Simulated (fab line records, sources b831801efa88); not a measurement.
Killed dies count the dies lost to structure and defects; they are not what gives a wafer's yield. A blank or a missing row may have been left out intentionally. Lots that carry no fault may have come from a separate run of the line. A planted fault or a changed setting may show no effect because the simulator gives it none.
Code-filled problem report in 8D (eight disciplines) form :: flow sky130 :: the parts of the form that need people (team, actions taken, sign-off) are left out

## 1. THE ISSUE
rfFwdPowerW at SKY_FIELD_ISO_ETCH_14 reads a mean of 413.1 W on 6 wafers of 2 lots; wafers without a fault read 495.2 W with a standard deviation of 1.9. Relative to the usual mean, that is a shift of -43 standard deviations.
The step: etches BARC in N2/H2, stops on SiO2, time 45.9 s, target depth 60 nm.
First seen on wafer L267.3, day 4 13:47, on rieDiel-03. At this step, 39 wafers from 13 lots have a number in the record. The rule behind "out" and "out of limits": a value lying over 4 standard deviations away from the usual mean. Any other wafer with a number is counted as sound.

## 2. WHAT THIS IS AND IS NOT
question: which readings at this step
is: rfFwdPowerW
is not: drypumpMotorCurrentA, oesProductAu, throttleValvePct

question: which lots
is: L267, L268
is not: L256, L257, L258, L259, L260, L262, L263, L274, L275, L277, L278

question: which wafers of those lots
is: all that have a number
is not: -

question: read on which tools
is: rieDiel-03
is not: rieDiel-01, rieDiel-04

question: when
is: from day 4 13:47
is not: up to then (21 sound wafers); but 12 sound wafers of L274, L275, L277, L278 came after

## 3. WHAT RULES OUT EACH SUSPECT
Counting: any tool at a process step up to the reading is kept as a suspect provided that every lot that is out went through it and no sound lot did after the first of them.
- rieDiel-03 at SKY_FIELD_ISO_ETCH_14 (etches BARC in N2/H2, stops on SiO2, time 45.9 s, target depth 60 nm): kept. Every lot that is out went through it, starting with L267 (day 4 13:47), and after that it ran no sound lot; the last sound lot it ran before then is L260 (day 3 02:36). Its own readings are out on those wafers: rfFwdPowerW.
Remaining after the count: rieDiel-03 at SKY_FIELD_ISO_ETCH_14.

## 4. THE CAUSE (what the simulator had put in)
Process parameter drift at SKY_FIELD_ISO_ETCH_14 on rieDiel-03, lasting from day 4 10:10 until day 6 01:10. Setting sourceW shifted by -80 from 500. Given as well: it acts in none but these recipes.
Counting left only this tool.

## 5. THE EFFECT CHAIN, in route order
Rows list readings where the struck wafers' mean (over those with a number) sits beyond 3 standard deviations from the usual. Only readings whose record carries a usual standard deviation are examined. hours: median over the lots of the time between each lot's start at the first step of this table that gives one and its start at this step. sigmas: the change, counted in usual standard deviations.
hours: 0
step: SKY_FIELD_ISO_ETCH_14
reading: rfFwdPowerW
usual: 495.2 W
on struck wafers: 413.1
change: -82.1
sigmas: -43
It contains these process steps:
- SKY_FIELD_ISO_ETCH_14: etches BARC in N2/H2, stops on SiO2, time 45.9 s, target depth 60 nm.
Later measuring or inspecting steps at which every struck wafer that the step has a row for has a number for every such reading, and none has moved that far: SKY_FIELD_ISO_THK_MEAS_23, SKY_VT_ADJUST_PCH_OVL_MEAS_07.

## 6. WHAT WOULD HAVE CAUGHT IT SOONER
In this record no reading fell out of limits until day 4 13:47, 4 hours after the fault had begun at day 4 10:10.
